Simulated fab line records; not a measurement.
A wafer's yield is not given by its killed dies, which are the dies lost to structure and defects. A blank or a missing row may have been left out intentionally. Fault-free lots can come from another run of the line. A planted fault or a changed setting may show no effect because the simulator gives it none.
Comparing a struck lot with a sound one + flow sfqLine + 42 out of 325 route steps
Sound: the wafers L634.3, L634.4, L634.5. Struck: wafers L647.2, L647.4. (L647.1 of the same lot was not struck and is left out.) The cause comes at the end.
Per side, at each step with rows, come the tool, then ch with its chambers, and then its first start. Under that, the readings that differ: sound wafers + struck wafers + difference of the means + sigmas: that difference in standard deviations of wafers without a fault.
alike: readings whose means differ by less than 2 such deviations, and words and numbers that are the same on both sides. not compared: withheld readings, readings that some wafer has no value for, bounds like >300 that may hide the same value, and numbers for which the record gives no deviation and whose values overlap.
Wherever a step has rows on one side only, a row that says differs or no value, or a row with sigmas, the two part there. Numbers that have no deviation but don't overlap get no sigmas and don't part them. A reading missing from all wafers of one side parts the sides only when that side holds two or more wafers.

first, 3 steps without rows for these wafers: SFQ_TRILAYER_I4_VIA_LITHO_EXPOSE_104 (exposes mask I4, target cd 700 nm); SFQ_TRILAYER_I4_VIA_LITHO_PEB_106 (peb time 60 s); SFQ_TRILAYER_I4_VIA_LITHO_DEVELOP_105 (time 60 s).
SFQ_I4_OVL_MEAS_928:
  struck on overlay-02, day 54 08:47; sound on overlay-02, day 43 14:34
  alike: I4_OVL
then, 2 steps without rows for these wafers: SFQ_TRILAYER_I4_VIA_BARC_OPEN_VIA_ETCH_146 (etches BARC in O2, target depth 125 nm, time 41.7 s); SFQ_TRILAYER_I4_VIA_ETCH_VIA_ETCH_106 (etches SiO2 in CHF3, stops on Nb, target depth 260 nm).
SFQ_TRILAYER_I4_VIA_STRIP_STRIP_107: strips in O2.
  sound on rieMetal-02 ch 0,1, day 43 14:56; struck on rieMetal-02 ch 0,1, day 54 08:58
  alike: drypumpMotorCurrentA, oesProductAu
  not compared: rfHoursCounterH
then, 5 steps without rows for these wafers: SFQ_TRILAYER_I4_VIA_STRIP_SOLV_CLEAN_108 (cleans in NMP, time 600 s); SFQ_TRILAYER_JJ_TRILAYER_DEP_PRE_CLEAN_113 (time 22.5 s); SFQ_TRILAYER_JJ_TRILAYER_DEP_SPUTTER_109 (material Nb, target thk 150 nm, time 100 s); SFQ_TRILAYER_JJ_TRILAYER_DEP_SPUTTER_110 (material Al, target thk 8 nm, time 10 s); SFQ_TRILAYER_JJ_TRILAYER_DEP_AL_OXIDATION_111 (oxidation time 600 s).
SFQ_TRILAYER_JJ_TRILAYER_DEP_SPUTTER_112: material Nb, target thk 170 nm, time 113.3 s.
  struck on pvdSputter-06, day 54 10:52; sound on pvdSputter-04, day 43 16:38
| reading                                                     | sound             | struck      | difference | sigmas |
|-------------------------------------------------------------|-------------------|-------------|------------|--------|
| model.Nb_of_TRILAYER_JJ_TRILAYER_DEP_SPUTTER_112.thkNm (nm) | 169.4 170.7 172.4 | 184.7 183.9 | +13.5      |        |
  alike: cathodeDcPowerW, throttleValvePct
SFQ_JJ_RS_MEAS_929: a four-point-probe measurement.
  struck on filmMetro-01, day 54 10:56; sound on filmMetro-01, day 43 16:45
| reading           | sound             | struck      | difference | sigmas |
|-------------------|-------------------|-------------|------------|--------|
| JJ_NB_RS (ohm/sq) | 1.055 1.043 1.032 | 0.963 0.966 | -0.079     | -8     |
then, 6 steps without rows for these wafers: SFQ_TRILAYER_JJ_CE_LITHO_COAT_119 (resist thk 62 nm); SFQ_TRILAYER_JJ_CE_LITHO_COAT_114 (resist thk 600 nm); SFQ_TRILAYER_JJ_CE_LITHO_SOFTBAKE_118; SFQ_TRILAYER_JJ_CE_LITHO_EXPOSE_115 (exposes mask J5, target cd 700 nm); SFQ_TRILAYER_JJ_CE_LITHO_PEB_117 (peb time 60 s); SFQ_TRILAYER_JJ_CE_LITHO_DEVELOP_116 (time 60 s).
-- the record jumps here: 6 days lie between the struck wafers' starts before and after --
SFQ_JJ_OVL_MEAS_931:
  struck on overlay-01, day 60 12:23; sound on overlay-01, day 50 02:25
  alike: J5_OVL
then, 2 steps without rows for these wafers: SFQ_TRILAYER_JJ_CE_METRO_MEASURE_117; SFQ_TRILAYER_JJ_CE_BARC_OPEN_RIE_150 (chemistry O2, target BARC, target depth 240 nm, time 80 s).
SFQ_TRILAYER_JJ_CE_ETCH_RIE_118: chemistry SF6, target Nb, stops on Al2O3, time 97.7 s, target depth 170 nm.
  sound on rieMetal-02 ch 0,1, day 50 03:46; struck on rieMetal-04 ch 0,1, day 60 13:43
| reading             | sound             | struck      | difference | sigmas |
|---------------------|-------------------|-------------|------------|--------|
| oesProductAu (a.u.) | 0.986 0.983 0.980 | 1.011 1.010 | +0.027     | +4     |
  alike: biasW, drypumpMotorCurrentA
  not compared: rfHoursCounterH
next, for these wafers, 1 step has no rows: SFQ_TRILAYER_JJ_ANODIZE_ANODIZE_119.
SFQ_TRILAYER_JJ_CE_STRIP_STRIP_120: strips in O2.
  sound on rieMetal-01 ch 0,1, day 50 04:35; struck on rieMetal-02 ch 0, day 60 14:19
  alike: drypumpMotorCurrentA, oesProductAu
  not compared: rfHoursCounterH
then, 7 steps without rows for these wafers: SFQ_TRILAYER_JJ_CE_STRIP_SOLV_CLEAN_121 (cleans in NMP, time 600 s); SFQ_TRILAYER_M5_LITHO_COAT_128 (resist thk 62 nm); SFQ_TRILAYER_M5_LITHO_COAT_123 (resist thk 600 nm); SFQ_TRILAYER_M5_LITHO_SOFTBAKE_127; SFQ_TRILAYER_M5_LITHO_EXPOSE_124 (exposes mask M5, target cd 700 nm); SFQ_TRILAYER_M5_LITHO_PEB_126 (peb time 60 s); SFQ_TRILAYER_M5_LITHO_DEVELOP_125 (time 60 s).
SFQ_M5_OVL_MEAS_932:
  struck on overlay-01, day 60 17:20; sound on overlay-02, day 55 20:40
  alike: M5_OVL
SFQ_TRILAYER_M5_BARC_OPEN_METAL_ETCH_161: etches BARC in O2, target depth 125 nm, time 41.7 s.
  sound on rieMetal-01 ch 0,1, day 55 20:43; struck on rieMetal-03 ch 0, day 60 17:23
  alike: biasW, drypumpMotorCurrentA, oesProductAu
  not compared: rfHoursCounterH
SFQ_TRILAYER_M5_ETCH_METAL_ETCH_126: etches Nb in Cl2/BCl3, stops on SiO2, time 203.2 s, target depth 265 nm.
  sound on rieMetal-01 ch 0,1, day 55 20:49; struck on rieMetal-03 ch 0, day 60 17:26
  alike: biasW, drypumpMotorCurrentA, oesProductAu
  not compared: rfHoursCounterH
then, 5 steps without rows for these wafers: SFQ_TRILAYER_M5_STRIP_STRIP_127 (strips in O2); SFQ_TRILAYER_M5_STRIP_SOLV_CLEAN_128 (cleans in NMP, time 600 s); SFQ_TRILAYER_A5B_DEP_PECVD_129 (deposits SiO2 from SiH4/N2O, time 133.33 s, target thk 600 nm); SFQ_TRILAYER_A5B_CMP_CMP_130 (polishes, stops on Nb, target thk 340.7 nm); SFQ_TRILAYER_A5B_METRO_MEASURE_131.
-- the record jumps here: 6 days lie between the struck wafers' starts before and after --
SFQ_TRILAYER_R5_ETCH_METAL_ETCH_139: etches the open film in Cl2, stops on SiO2, target depth 60 nm, time 40 s.
  sound on rieMetal-03 ch 0,1, day 62 16:16; struck on rieMetal-03 ch 0,1, day 67 03:10
| reading                                                     | sound             | struck      | difference | sigmas |
|-------------------------------------------------------------|-------------------|-------------|------------|--------|
| model.Nb_of_TRILAYER_JJ_TRILAYER_DEP_SPUTTER_112.thkNm (nm) | 159.5 160.7 162.5 | 174.7 174.2 | +13.5      |        |
  alike: biasW, drypumpMotorCurrentA, oesProductAu
  not compared: rfHoursCounterH

## WHERE THEY PART
First at SFQ_JJ_RS_MEAS_929; last, within this record, at SFQ_TRILAYER_JJ_CE_ETCH_RIE_118. Later steps at which nothing parts them and some readings are alike: SFQ_TRILAYER_JJ_CE_STRIP_STRIP_120, SFQ_M5_OVL_MEAS_932, SFQ_TRILAYER_M5_BARC_OPEN_METAL_ETCH_161, SFQ_TRILAYER_M5_ETCH_METAL_ETCH_126, SFQ_TRILAYER_R5_ETCH_METAL_ETCH_139.

WHY: what had been put in by the simulator
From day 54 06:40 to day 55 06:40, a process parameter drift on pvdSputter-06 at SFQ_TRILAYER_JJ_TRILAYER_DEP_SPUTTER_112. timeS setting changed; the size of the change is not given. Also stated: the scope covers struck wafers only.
